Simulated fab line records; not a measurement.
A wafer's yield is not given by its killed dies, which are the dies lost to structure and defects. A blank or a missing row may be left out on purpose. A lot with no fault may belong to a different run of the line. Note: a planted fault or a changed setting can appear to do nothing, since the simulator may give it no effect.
Which of the tools did it? + flow gf180mcu + 11 lots with 33 wafers sampled at 4 steps, on a route of 602 steps

WHAT EACH GAUGE READ, for each wafer
GF_PASSIVATION_THK_MEAS_01.
| lot  | measured     | on            | PASSIVATION_CVD_00_THK (nm)   |
|------|--------------|---------------|-------------------------------|
| L250 | day 28 07:56 | film metro-04 | 994 1005 1017                 |
| L252 | day 29 05:30 | film metro-02 | 991 1003 1005                 |
| L253 | day 29 05:46 | film metro-02 | 1009 998 1015                 |
| L254 | day 29 17:10 | film metro-02 | 995 1017 1003                 |
| L256 | day 30 03:01 | film metro-04 | 1005 998 1027                 |
| L257 | day 30 14:26 | film metro-04 | 988 1009 1010                 |
| L261 | day 31 14:34 | film metro-01 | 994 989 1030                  |
| L262 | day 31 18:13 | film metro-02 | 1000 1010 1014                |
| L263 | day 31 21:17 | film metro-01 | 992 1016 1018                 |
| L272 | day 34 14:03 | film metro-04 | 1112 1107 1119 1112 1106 1119 |
| L273 | day 34 14:20 | film metro-01 | 1102 1106 1118 1103 1106 1119 |

EACH LOT AND THE TOOL THAT RAN IT (in order: tool; ch and the chambers of the sampled wafers; start)
| lot  | GF_V5_CMP_26                  | GF_TOP_METAL_SPUTTER_01      | GF_PASSIVATION_CVD_00           |
|------|-------------------------------|------------------------------|---------------------------------|
| L250 | cmp-01 ch 2,3, day 27 10:05   | pvd sputter-04, day 27 10:26 | pecvd-01 ch 0,1,2, day 28 07:51 |
| L252 | cmp-02 ch 0,1,2, day 28 08:49 | pvd sputter-01, day 28 09:10 | pecvd-04 ch 1,2, day 29 05:25   |
| L253 | cmp-02 ch 2,3, day 28 09:04   | pvd sputter-02, day 28 09:28 | pecvd-04 ch 0,1,2, day 29 05:40 |
| L254 | cmp-01 ch 2,3, day 28 20:20   | pvd sputter-04, day 28 20:44 | pecvd-03 ch 1,2, day 29 17:04   |
| L256 | cmp-02 ch 0,1,3, day 29 07:13 | pvd sputter-02, day 29 07:37 | pecvd-01 ch 0,1,2, day 30 02:55 |
| L257 | cmp-02 ch 1,2,3, day 29 18:18 | pvd sputter-02, day 29 18:36 | pecvd-04 ch 1,2, day 30 14:20   |
| L261 | cmp-02 ch 0,2, day 30 19:44   | pvd sputter-01, day 30 20:08 | pecvd-03 ch 0,2, day 31 14:30   |
| L262 | cmp-01 ch 0,1,3, day 30 23:02 | pvd sputter-01, day 30 23:26 | pecvd-04 ch 1,2, day 31 18:07   |
| L263 | cmp-01 ch 0,1, day 31 01:59   | pvd sputter-01, day 31 02:23 | pecvd-01 ch 1,2, day 31 21:13   |
| L272 | cmp-02 ch 0,1,2, day 33 20:56 | pvd sputter-01, day 33 21:20 | pecvd-03 ch 0,2, day 34 13:58   |
| L273 | cmp-02 ch 0,1,3, day 33 21:14 | pvd sputter-04, day 33 21:39 | pecvd-03 ch 0,2, day 34 14:15   |
- GF_V5_CMP_26: polishes, stops on SiO2, t overpolish 15 s, target thk 0 nm.
- GF_TOP_METAL_SPUTTER_01: material TiN, target thk 30 nm, time 25 s.
- GF_PASSIVATION_CVD_00: deposits SiO2 from TEOS, target thk 1000 nm, time 111.95 s.

WHAT THE TOOLS THEMSELVES READ (means of the sampled wafers that have a number; where no wafer has one, the mark that the record gives instead)
GF_V5_CMP_26.
| lot  | tool   | motor current A (A) | overpolish run s (s) | retaining ring pressure frac | time to endpoint s (s) |
|------|--------|---------------------|----------------------|------------------------------|------------------------|
| L250 | cmp-01 | 11.0                | 14.999               | 0.997                        | 82                     |
| L252 | cmp-02 | 11.5                | 14.992               | 0.993                        | 88                     |
| L253 | cmp-02 | 11.1                | 15.011               | 1.000                        | 89                     |
| L254 | cmp-01 | 11.1                | 14.997               | 0.999                        | 86                     |
| L256 | cmp-02 | 11.6                | 14.994               | 0.999                        | 90                     |
| L257 | cmp-02 | 10.5                | 14.996               | 1.000                        | 85                     |
| L261 | cmp-02 | 11.0                | 15.004               | 0.996                        | 85                     |
| L262 | cmp-01 | 10.7                | 14.996               | 1.001                        | 87                     |
| L263 | cmp-01 | 10.8                | 14.999               | 1.003                        | 89                     |
| L272 | cmp-02 | 11.1                | 14.999               | 0.996                        | 89                     |
| L273 | cmp-02 | 11.6                | 15.001               | 1.006                        | 83                     |

GF_TOP_METAL_SPUTTER_01.
| lot  | tool           | throttle valve pct (%) |
|------|----------------|------------------------|
| L250 | pvd sputter-04 | 29.0                   |
| L252 | pvd sputter-01 | 29.8                   |
| L253 | pvd sputter-02 | 29.2                   |
| L254 | pvd sputter-04 | 29.7                   |
| L256 | pvd sputter-02 | 29.6                   |
| L257 | pvd sputter-02 | 29.5                   |
| L261 | pvd sputter-01 | 28.9                   |
| L262 | pvd sputter-01 | 29.1                   |
| L263 | pvd sputter-01 | 29.3                   |
| L272 | pvd sputter-01 | 29.7                   |
| L273 | pvd sputter-04 | 29.0                   |

GF_PASSIVATION_CVD_00.
| lot  | tool     | heater power w (W) | rf fwd power W (W) | susceptor temp C (C) |
|------|----------|--------------------|--------------------|----------------------|
| L250 | pecvd-01 | 648                | 596.6              | 400.15               |
| L252 | pecvd-04 | 635                | 597.0              | 400.00               |
| L253 | pecvd-04 | 620                | 594.9              | 399.98               |
| L254 | pecvd-03 | 621                | 596.2              | 400.05               |
| L256 | pecvd-01 | 664                | 598.0              | 399.90               |
| L257 | pecvd-04 | 699                | 595.6              | 399.89               |
| L261 | pecvd-03 | 737                | 597.4              | 399.66               |
| L262 | pecvd-04 | 667                | 595.4              | 399.99               |
| L263 | pecvd-01 | 637                | 597.4              | 399.99               |
| L272 | pecvd-03 | 674                | 836.4              | 399.93               |
| L273 | pecvd-03 | 624                | 836.2              | 400.12               |

THE ANSWER, worked out from the rows above alone
Rule: what is usual is taken from the lots themselves. The widest of any qualifying gaps counts: lots, ordered by their means at a reading, are off when they make up no more than a third of the lots, leave a main group of 4 or more, and stand apart from it by 3 or more times the standard deviation of that group's means. The tables above print the reading to a certain number of digits; a main group whose means all agree to those digits is not used. A lot without any number at a reading at which 4 lots or more have one is off too. All remaining lots with rows at the step are treated as sound. The gauges are gone through in route order, then the tools' own readings, and for those a lot's mean is taken as printed above. The first step at which some lot is off is used, and at that step the reading that is off furthest; a lot without a number counts as furthest.
Off: L272, L273, seen at GF_PASSIVATION_THK_MEAS_01 (PASSIVATION_CVD_00_THK). The main group has a mean of 1006 nm with a standard deviation of 3.1.
If a tool, at a process step before that reading, ran all the lots that are off and no sound lot after the first of them, it fits. The gauges at GF_PASSIVATION_THK_MEAS_01 aren't tried: what is off there is off at GF_PASSIVATION_CVD_00 too, on other tools, and a gauge's error can't cause that. 2 tools fit, cmp-02 at GF_V5_CMP_26 and pecvd-03 at GF_PASSIVATION_CVD_00, so this cannot tell which one it is.

WHAT THE SIMULATOR HAD PUT IN
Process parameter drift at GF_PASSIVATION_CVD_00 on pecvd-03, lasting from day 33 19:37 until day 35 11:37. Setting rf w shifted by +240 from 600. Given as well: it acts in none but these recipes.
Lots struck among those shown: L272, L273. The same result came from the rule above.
